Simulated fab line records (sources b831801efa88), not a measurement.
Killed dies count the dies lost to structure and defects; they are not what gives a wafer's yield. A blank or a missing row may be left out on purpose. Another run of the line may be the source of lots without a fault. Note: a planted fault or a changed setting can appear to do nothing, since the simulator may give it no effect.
The same fault as seen by 2 desks | flow sfq-line | each desk has only its own numbers; what lay behind them comes last

METROLOGY DESK
Lot by lot, what the gauges showed, no matter which tool ran the lot: averages of those sampled wafers that carry a number. Any lot whose mean is over 4 standard deviations away from the usual mean is out of limits and marked OUT; that distance is given in the brackets.
Columns: A = I0_OVL at SFQ_I0_OVL_MEAS_908, usual 1 nm
lot  | first seen here | A
L809 | day 8 11:25     | 4
L810 | day 8 21:02     | -4
L811 | day 9 00:37     | -2
L812 | day 9 14:22     | -6
L813 | day 9 21:35     | -1
L814 | day 10 02:22    | 3
L824 | day 13 16:25    | 6
L825 | day 14 02:13    | -13
L826 | day 14 08:13    | -4
L827 | day 14 13:01    | 5
L828 | day 14 23:50    | -8
L829 | day 15 07:01    | 7
L830 | day 15 10:37    | 3
L831 | day 15 23:24    | 0
This desk's finding: nothing out of limits on any of the 14 lots.

TOOL OWNER'S DESK, cmp-01
The tool's own readings at SFQ_TRILAYER_I0_CMP_CMP_028 (polishes SiO2): means of the sampled wafers that have a number, for each lot that ran on this tool. Any lot whose mean is over 4 standard deviations away from the usual mean is out of limits and marked OUT; that distance is given in the brackets.
Columns: A = motor-current-A at SFQ_TRILAYER_I0_CMP_CMP_028, usual 10.2 A; B = time-to-endpoint-s at SFQ_TRILAYER_I0_CMP_CMP_028, usual 212 s
lot  | first seen here | A    | B
L809 | day 6 18:41     | 11.2 | 213
L812 | day 7 07:44     | 9.4  | 211
L813 | day 7 18:14     | 9.8  | 214
L814 | day 7 20:14     | 9.8  | 221
L824 | day 11 11:43    | 9.7  | 215
L826 | day 12 04:34    | 9.8  | 216
L828 | day 12 19:11    | 10.8 | 211
L829 | day 13 00:41    | 10.5 | 216
L830 | day 13 06:11    | 9.9  | 209
This desk's finding: nothing out of limits on any of the 9 lots.

ALL TOGETHER
At the metrology desk, nothing out of limits was observed.
The tool owner's desk saw nothing out of limits.

WHAT THE SIMULATOR HAD INSERTED
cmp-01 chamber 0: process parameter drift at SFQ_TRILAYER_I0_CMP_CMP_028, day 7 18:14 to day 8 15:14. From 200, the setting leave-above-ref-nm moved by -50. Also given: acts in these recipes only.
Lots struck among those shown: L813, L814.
